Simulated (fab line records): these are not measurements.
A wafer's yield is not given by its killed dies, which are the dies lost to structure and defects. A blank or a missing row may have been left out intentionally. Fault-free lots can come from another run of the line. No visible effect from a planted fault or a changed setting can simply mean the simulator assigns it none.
The tool behind it: which one? -- flow sky130 -- 6 lots, 18 wafers sampled, at 1 step of a route of 708

## WHAT THE GAUGES READ, wafer by wafer
SKY_FIELD_ISO_BOW_MEAS_00.
lot,measured,on,INCOMING_BOW (um)
L841,day 2 01:00,film-metro-04,-5 5 2
L846,day 3 02:01,film-metro-04,5 -5 5
L851,day 4 03:00,film-metro-04,9 -1 -19
L855,day 4 23:00,film-metro-03,-2 5 -8
L858,day 5 14:02,film-metro-04,1 -3 -1
L860,day 6 00:00,film-metro-04,6 -1 6

## EACH LOT AND THE TOOL THAT RAN IT (in order: tool; ch and the chambers of the sampled wafers; start)
No process step before these readings appears in the record.

## THE ANSWER, worked out from the rows above alone
Rule: usual is defined by the lots themselves. The widest of any qualifying gaps counts: lots, ordered by their means at a reading, are off when they make up no more than a third of the lots, leave a main group of 4 or more, and stand apart from it by 3 or more times the standard deviation of that group's means. Not used: any main group whose means are identical at the precision the tables above print for the reading. A lot without any number at a reading at which 4 lots or more have one is off too. All remaining lots with rows at the step are treated as sound.
Across all readings shown, no lot is off: no conclusion can be drawn from this.

## WHAT THE SIMULATOR HAD PUT IN
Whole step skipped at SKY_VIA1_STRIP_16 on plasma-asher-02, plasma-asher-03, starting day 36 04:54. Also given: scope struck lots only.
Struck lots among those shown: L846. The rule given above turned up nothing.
